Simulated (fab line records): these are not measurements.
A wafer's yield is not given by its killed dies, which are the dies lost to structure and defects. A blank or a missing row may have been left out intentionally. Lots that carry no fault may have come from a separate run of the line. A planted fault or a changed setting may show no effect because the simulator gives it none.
Struck lot and sound lot, side by side    flow sky130    45 steps out of a route of 708
Sound: the wafers L696.2, L696.4, L696.5. The struck wafers were L710.1, L710.2. The cause comes at the end.
Per side, at each step with rows, come the tool, then ch with its chambers, and then its first start. Under that, the readings that differ: sound wafers    struck wafers    difference of the means    sigmas: that difference in standard deviations of wafers without a fault.
alike: same words and numbers on both sides, and readings whose means sit less than 2 such deviations apart. not compared: any withheld reading, any reading some wafer has no value for, any bound like >300 that may hide the same value, and any number with overlapping values for which the record gives no deviation.
The two part at a step that has a row with sigmas, a row that says differs or no value, or rows on one side only. Numbers that don't overlap but have no deviation are shown without sigmas and don't part them. A reading that every wafer of one side lacks parts them only if that side has two wafers or more.

first, 1 step without rows for these wafers: SKY_VT_ADJUST_HVTR_DEVELOP_06 (develop time 60 s).
SKY_VT_ADJUST_HVTR_CD_MEAS_07: target cd 380 nm.
  sound: cd_sem-02 at day 9 20:59; struck: cd_sem-02 at day 14 10:21
  alike: cd_nm
SKY_VT_ADJUST_HVTR_OVL_MEAS_08:
  sound: overlay-01 at day 9 21:05; struck: overlay-02 at day 14 10:28
  alike: VT_ADJUST_HVTR_OVL
after that, 1 step had no rows for these wafers: SKY_VT_ADJUST_HVTR_IMPLANT_09.
SKY_VT_ADJUST_HVTR_STRIP_10: strips in O2/N2.
  sound on plasma_asher-02 ch 0,1, day 9 21:16; struck on plasma_asher-02 ch 0,1, day 14 10:40
  alike: drypump_motor_current_A, oes_product_au, strip_time_to_endpoint_s
  not compared: rf_hours_counter_h
SKY_VT_ADJUST_HVTR_TW_MEAS_11:
  sound: film_metro-04 at day 9 21:23; struck: film_metro-03 at day 14 10:46
reading            sound              struck       difference  sigmas
VT_ADJUST_HVTR_TW  214.6 215.4 215.0  209.5 210.1  -5.2        -2
then, 6 steps without rows for these wafers: SKY_VT_ADJUST_PCH_DEHYDRATE_00 (time 60 s); SKY_VT_ADJUST_PCH_HMDS_01 (prime time 60 s); SKY_VT_ADJUST_PCH_COAT_02 (resist thk 3000 nm); SKY_VT_ADJUST_PCH_SOFTBAKE_03; SKY_VT_ADJUST_PCH_EXPOSE_04 (exposes mask NWM, target cd 840 nm); SKY_VT_ADJUST_PCH_PEB_05.
SKY_VT_ADJUST_PCH_DEVELOP_06: develop time 60 s.
  sound on litho_track-03 ch 0, day 10 20:00; struck on litho_track-03 ch 0, day 15 16:00
SKY_VT_ADJUST_PCH_OVL_MEAS_07:
  sound: overlay-01 at day 10 20:31; struck: overlay-01 at day 15 16:13
reading                 sound         struck     difference  sigmas
VT_ADJUST_PCH_OVL (nm)  0.4 1.0 -0.2  -1.8 -3.8  -3.2        -2
after that, 1 step had no rows for these wafers: SKY_VT_ADJUST_PCH_IMPLANT_08.
SKY_VT_ADJUST_PCH_STRIP_09: strips in O2/N2.
  sound on plasma_asher-04 ch 0,1, day 10 20:42; struck on plasma_asher-01 ch 0,1, day 15 16:24
  alike: drypump_motor_current_A, oes_product_au, strip_time_to_endpoint_s
  not compared: rf_hours_counter_h
SKY_VT_ADJUST_PCH_TW_MEAS_10:
  sound: film_metro-02 at day 10 20:49; struck: film_metro-01 at day 15 16:30
  alike: VT_ADJUST_PCH_TW
then, 7 steps without rows for these wafers: SKY_SONOS_TUNNEL_DEHYDRATE_00 (time 60 s); SKY_SONOS_TUNNEL_HMDS_01 (prime time 60 s); SKY_SONOS_TUNNEL_COAT_02 (resist thk 1140 nm); SKY_SONOS_TUNNEL_SOFTBAKE_03 (time 60 s); SKY_SONOS_TUNNEL_EXPOSE_04 (exposes mask TUNM, target cd 410 nm); SKY_SONOS_TUNNEL_PEB_05; SKY_SONOS_TUNNEL_DEVELOP_06 (develop time 60 s).
SKY_SONOS_TUNNEL_CD_MEAS_07: target cd 410 nm.
  sound: cd_sem-01 at day 11 20:10; struck: cd_sem-01 at day 16 23:09
  alike: cd_nm
SKY_SONOS_TUNNEL_OVL_MEAS_08:
  sound: overlay-01 at day 11 20:16; struck: overlay-02 at day 16 23:16
reading                sound          struck   difference  sigmas
SONOS_TUNNEL_OVL (nm)  -0.2 -0.8 0.6  2.9 3.5  +3.3        +2
then, 3 steps without rows for these wafers: SKY_SONOS_TUNNEL_IMPLANT_09; SKY_SONOS_TUNNEL_WET_ETCH_10 (etches SiO2 in dHF, target depth 14 nm, time 280 s); SKY_SONOS_TUNNEL_STRIP_11 (strips in SPM, time 600 s).
SKY_SONOS_TUNNEL_TW_MEAS_12:
  sound: film_metro-03 at day 11 20:44; struck: film_metro-03 at day 16 23:44
  alike: SONOS_TUNNEL_TW
then, 2 steps without rows for these wafers: SKY_SONOS_TUNNEL_CLEAN_13 (cleans in dHF, time 20 s); SKY_SONOS_ONO_OXIDATION_00 (stabilise 600 s, purge 300 s, target thk 2.6 nm).
SKY_SONOS_ONO_THK_MEAS_01:
  sound: film_metro-04 at day 11 23:35; struck: film_metro-01 at day 17 01:27
  alike: SONOS_ONO_OXIDATION_THK
then, 1 step without rows for these wafers: SKY_SONOS_ONO_CVD_02 (deposits Si3N4 from DCS/NH3, target thk 10.5 nm, time 180 s).
SKY_SONOS_ONO_THK_MEAS_03:
  sound: film_metro-04 at day 12 00:42; struck: film_metro-04 at day 17 02:34
  alike: SONOS_ONO_CVD_02_THK
then, 1 step without rows for these wafers: SKY_SONOS_ONO_CVD_04 (deposits SiO2 from SiH4/N2O, target thk 5.7199 nm).
SKY_SONOS_ONO_THK_MEAS_05:
  sound: film_metro-04 at day 12 02:01; struck: film_metro-04 at day 17 03:52
  alike: SONOS_ONO_CVD_04_THK
then, 5 steps without rows for these wafers: SKY_SONOS_ONO_DEHYDRATE_06 (time 60 s); SKY_SONOS_ONO_HMDS_07 (prime time 60 s); SKY_SONOS_ONO_COAT_08 (resist thk 1140 nm); SKY_SONOS_ONO_SOFTBAKE_09 (time 60 s); SKY_SONOS_ONO_EXPOSE_10 (exposes mask ONOM, target cd 410 nm).
-- the record jumps here: 28 days lie between the struck wafers' starts before and after (it left off in module SONOS_ONO and takes up again in module VIA3, whose first step shown is number 585 of the route) --
SKY_VIA3_CD_MEAS_12: target cd 200 nm.
  sound: cd_sem-01 at day 41 04:31; struck: cd_sem-01 at day 45 14:39
  alike: cd_nm
  not compared: hold
SKY_VIA3_OVL_MEAS_13:
  sound: overlay-02 at day 41 04:37; struck: overlay-02 at day 45 15:30
reading  sound  struck                                             difference                    sigmas
hold     - - -  await_dispo/0.7h/release await_dispo/0.7h/release  no value on the sound wafers  
  alike: VIA3_OVL
-- the record jumps here: 5 days lie between the struck wafers' starts before and after (it left off in module VIA3 and takes up again in module PAD_OPEN, whose first step shown is number 708 of the route) --
SKY_PAD_OPEN_PROBE_99:
  sound: prober-02 at day 47 08:12; struck: prober-01 at day 51 01:10
reading  sound  struck                                             difference                    sigmas
hold     - - -  await_dispo/3.2h/release await_dispo/3.2h/release  no value on the sound wafers  
  alike: killed_at_M0_to_M3, killed_at_M4_up, killed_at_contacts, killed_at_front_end, killed_dies, killed_open, killed_short

WHERE THEY PART
First at SKY_VT_ADJUST_HVTR_TW_MEAS_11; last, within this record, at SKY_PAD_OPEN_PROBE_99.

WHY: the cause the simulator had injected
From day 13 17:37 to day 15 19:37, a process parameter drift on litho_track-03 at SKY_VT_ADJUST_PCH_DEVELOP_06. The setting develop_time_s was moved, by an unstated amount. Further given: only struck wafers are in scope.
